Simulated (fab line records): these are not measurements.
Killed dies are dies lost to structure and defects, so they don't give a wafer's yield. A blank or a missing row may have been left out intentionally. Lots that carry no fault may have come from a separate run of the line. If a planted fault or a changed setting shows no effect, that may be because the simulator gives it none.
Struck lot and sound lot, side by side || flow sky130 || 32 out of 708 route steps
Sound: wafers L416.1, L416.3, L416.4. Wafers L423.2, L423.4, L423.5 were the ones struck. The cause comes at the end.
Order at every step that has rows: each side's tool, ch and its chambers, its first start. Under that, the readings that differ: sound wafers || struck wafers || difference of the means || sigmas: that difference in standard deviations of wafers without a fault.
alike: a reading whose means differ by less than 2 such deviations, as well as words and numbers matching on both sides. not compared: withheld readings; readings where some wafer has no value; bounds like >300 that might hide an equal value; numbers whose values overlap and for which the record gives no deviation.
Wherever a step has rows on one side only, a row that says differs or no value, or a row with sigmas, the two part there. Numbers that don't overlap but have no deviation are shown without sigmas and don't part them. Lack of a reading on every wafer of one side parts them only where that side has two or more wafers.

first, 6 steps without rows for these wafers: SKY_VIA1_ETCH_15 (etches SiO2 in C4F8/O2/Ar, stops on TiN, target depth 351 nm, time 54 s); SKY_VIA1_STRIP_16 (strips in O2/N2); SKY_VIA1_STRIP_17 (strips in post etch residue remover, time 1200 s); SKY_VIA1_CLEAN_18 (cleans in IPA, time 180 s); SKY_VIA1_CLEAN_19 (cleans in O3/DIW); SKY_VIA1_SPUTTER_20 (material TiN, target thk 20 nm, time 80 s).
SKY_VIA1_CVD_21: deposits W, target thk 270 nm, time 80.902 s.
  sound on cvdW-02 ch 0,1, day 35 23:56; struck on cvdW-02 ch 0,1, day 38 21:02
  alike: chamberPressureTorr, heaterPowerOuterW, heaterPowerW, susceptorTempC
  not compared: sinceWetCleanH
SKY_VIA1_RS_MEAS_22: a four-point-probe measurement.
  sound on filmMetro-02, day 36 00:02; struck on filmMetro-01, day 38 21:09
  alike: VIA1_W_RS
SKY_VIA1_THK_MEAS_23: measures by xrf.
  sound on filmMetro-02, day 36 00:10; struck on filmMetro-01, day 38 21:16
  alike: VIA1_W_THK
then, 3 steps without rows for these wafers: SKY_VIA1_CMP_24 (polishes, stops on SiO2, t overpolish 15 s, target thk 0 nm); SKY_METAL2_SPUTTER_00 (material Ti, target thk 15 nm, time 10 s); SKY_METAL2_SPUTTER_01 (material TiN, target thk 20 nm, time 16.7 s).
SKY_METAL2_SPUTTER_02: material AlCu, target thk 250 nm, time 13.3 s.
  sound on pvdSputter-04, day 36 00:36; struck on pvdSputter-04, day 38 21:40
{"reading": "model.AlCu_of_METAL2_SPUTTER_02.thkNm (nm)", "sound": "250.7 247.6 251.2", "struck": "243.7 242.1 244.7", "difference": -6.3, "sigmas": ""}
  alike: throttleValvePct
SKY_METAL2_SPUTTER_03: material Ti, target thk 5 nm, time 3.3 s.
  sound on pvdSputter-04, day 36 00:37; struck on pvdSputter-04, day 38 21:41
  alike: throttleValvePct
then, 1 step without rows for these wafers: SKY_METAL2_SPUTTER_04 (material TiN, target thk 70 nm, time 58.3 s).
SKY_METAL2_RS_MEAS_05: a four-point-probe measurement.
  sound on filmMetro-02, day 36 00:41; struck on filmMetro-04, day 38 21:46
{"reading": "METAL2_ALCU_RS (ohm/sq)", "sound": "0.1264 0.1280 0.1257", "struck": "0.1302 0.1306 0.1297", "difference": "+0.0035", "sigmas": "+2"}
SKY_METAL2_THK_MEAS_06: measures by xrf.
  sound on filmMetro-02, day 36 00:49; struck on filmMetro-04, day 38 21:53
  alike: METAL2_ALCU_THK
then, 8 steps without rows for these wafers: SKY_METAL2_DEHYDRATE_07 (time 60 s); SKY_METAL2_HMDS_08 (prime time 60 s); SKY_METAL2_COAT_09 (resist thk 60 nm); SKY_METAL2_COAT_10 (resist thk 450 nm); SKY_METAL2_SOFTBAKE_11 (time 90 s); SKY_METAL2_EXPOSE_12 (exposes mask MM2, target cd 140 nm); SKY_METAL2_PEB_13; SKY_METAL2_DEVELOP_14 (develop time 60 s).
SKY_METAL2_CD_MEAS_15: target cd 140 nm.
  sound on cdSem-02, day 37 02:23; struck on cdSem-01, day 39 23:30
  alike: cdNm
SKY_METAL2_OVL_MEAS_16:
  sound on overlay-02, day 37 02:30; struck on overlay-01, day 39 23:36
  alike: METAL2_OVL
SKY_METAL2_DESCUM_17: chemistry O2, time 8 s.
  sound on rieMetal-02 ch 0,1, day 37 02:32; struck on rieMetal-02 ch 0,1, day 39 23:38
  alike: drypumpMotorCurrentA, oesProductAu
  not compared: rfHoursCounterH
SKY_METAL2_ETCH_18: etches BARC in N2/H2, stops on SiO2, time 45.9 s, target depth 60 nm.
  sound on rieMetal-02 ch 0,1, day 37 02:34; struck on rieMetal-02 ch 0,1, day 39 23:40
  alike: drypumpMotorCurrentA, oesProductAu, throttleValvePct
  not compared: rfHoursCounterH
SKY_METAL2_METAL_ETCH_19: etches the open film in Cl2/BCl3, stops on SiO2, target depth 360 nm, time 78 s.
  sound on rieMetal-02 ch 0,1, day 37 02:38; struck on rieMetal-02 ch 0,1, day 39 23:44
{"reading": "model.etch.depthNm (nm)", "sound": "360.3 358.5 361.4", "struck": "353.5 352.6 354.6", "difference": -6.5, "sigmas": ""}
{"reading": "model.METAL2.featureDepthNm (nm)", "sound": "360.3 358.5 361.4", "struck": "353.5 352.6 354.6", "difference": -6.5, "sigmas": ""}
  alike: drypumpMotorCurrentA, oesProductAu, throttleValvePct
  not compared: rfHoursCounterH
SKY_METAL2_STRIP_20: strips in O2/N2.
  sound on plasmaAsher-01 ch 0,1, day 37 02:43; struck on plasmaAsher-01 ch 0,1, day 39 23:49
  alike: drypumpMotorCurrentA, oesProductAu, stripTimeToEndpointS
  not compared: rfHoursCounterH
-- the record jumps here: 10 days lie between the struck wafers' starts before and after (it left off in module METAL2 and takes up again in module PAD_OPEN, whose first step shown is number 708 of the route) --
SKY_PAD_OPEN_PROBE_99:
  sound on prober-02, day 47 08:52; struck on prober-02, day 49 12:16
{"reading": "model.etest.met2.rsOhmSq", "sound": "0.1282 0.1288 0.1287", "struck": "0.131 0.1339 0.1317", "difference": "+0.004", "sigmas": ""}
  alike: defectLimitedYield, killed_at_M0_to_M3, killed_at_M4_up, killedAtContacts, killedAtFrontEnd, killedAtOther, killedDies, killedOpen, killedShort, sort_bin_3_pad_short, sort_bin_5_function, sort_bin_6_memory, sortNPass, sortYieldPct

## WHERE THEY PART
Only at SKY_METAL2_RS_MEAS_05, as far as this record shows. Later steps at which nothing parts them and some readings are alike: SKY_METAL2_THK_MEAS_06, SKY_METAL2_CD_MEAS_15, SKY_METAL2_OVL_MEAS_16, SKY_METAL2_DESCUM_17, SKY_METAL2_ETCH_18, SKY_METAL2_METAL_ETCH_19, SKY_METAL2_STRIP_20, SKY_PAD_OPEN_PROBE_99.

WHY: the cause the simulator had injected
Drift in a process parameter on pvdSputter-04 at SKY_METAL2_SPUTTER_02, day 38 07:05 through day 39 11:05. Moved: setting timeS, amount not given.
